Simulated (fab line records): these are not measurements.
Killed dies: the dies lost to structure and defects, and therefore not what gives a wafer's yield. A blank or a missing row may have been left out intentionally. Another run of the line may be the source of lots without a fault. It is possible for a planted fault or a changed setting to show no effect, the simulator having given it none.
The tool behind it: which one? || flow gf180mcu || 21 wafers from 7 lots sampled at 2 of the route's 602 steps

## WHAT THE GAUGES SHOWED, per wafer
GF_M2_OVL_MEAS_15.
{"lot": "L105", "measured": "day 21 06:52", "on": "overlay-01", "M2_OVL (nm)": "-6 -6 -2"}
{"lot": "L107", "measured": "day 21 10:56", "on": "overlay-02", "M2_OVL (nm)": "-4 -4 -2"}
{"lot": "L113", "measured": "day 23 19:46", "on": "overlay-02", "M2_OVL (nm)": "-1 -9 -7"}
{"lot": "L117", "measured": "day 25 03:07", "on": "overlay-02", "M2_OVL (nm)": "4 10 9"}
{"lot": "L121", "measured": "day 26 04:01", "on": "overlay-01", "M2_OVL (nm)": "12 10 0"}
{"lot": "L123", "measured": "day 26 22:20", "on": "overlay-02", "M2_OVL (nm)": "7 6 5"}
{"lot": "L125", "measured": "day 27 19:14", "on": "overlay-02", "M2_OVL (nm)": "4 6 9"}

## WHICH TOOL RAN EACH LOT (tool, then ch and the chambers of the sampled wafers, then the start)
{"lot": "L105", "GF_M2_SPUTTER_04": "pvd sputter-03, day 20 06:31"}
{"lot": "L107", "GF_M2_SPUTTER_04": "pvd sputter-03, day 20 10:41"}
{"lot": "L113", "GF_M2_SPUTTER_04": "pvd sputter-01, day 22 20:56"}
{"lot": "L117", "GF_M2_SPUTTER_04": "pvd sputter-01, day 24 04:51"}
{"lot": "L121", "GF_M2_SPUTTER_04": "pvd sputter-02, day 25 06:28"}
{"lot": "L123", "GF_M2_SPUTTER_04": "pvd sputter-03, day 26 00:50"}
{"lot": "L125", "GF_M2_SPUTTER_04": "pvd sputter-02, day 26 22:38"}
- GF_M2_SPUTTER_04: material TiN, target thk 50 nm, time 41.7 s.

## THE ANSWER, worked out from the rows above alone
Rule: usual is defined by the lots themselves. Put in order of their means at a reading, lots are off if they are a third of the lots or fewer, leave a main group of 4 or more, and stand apart from it by a gap of 3 or more times the standard deviation of the main group's means; of several such gaps the widest counts. A main group is skipped when, at the precision printed for the reading in the tables above, its means are all equal. Also off: a lot with no number at a reading for which 4 or more lots have one. The other lots that the step has rows for count as sound.
No lot is off at any reading shown: from this, nothing can be told.

## WHAT THE SIMULATOR HAD PUT IN
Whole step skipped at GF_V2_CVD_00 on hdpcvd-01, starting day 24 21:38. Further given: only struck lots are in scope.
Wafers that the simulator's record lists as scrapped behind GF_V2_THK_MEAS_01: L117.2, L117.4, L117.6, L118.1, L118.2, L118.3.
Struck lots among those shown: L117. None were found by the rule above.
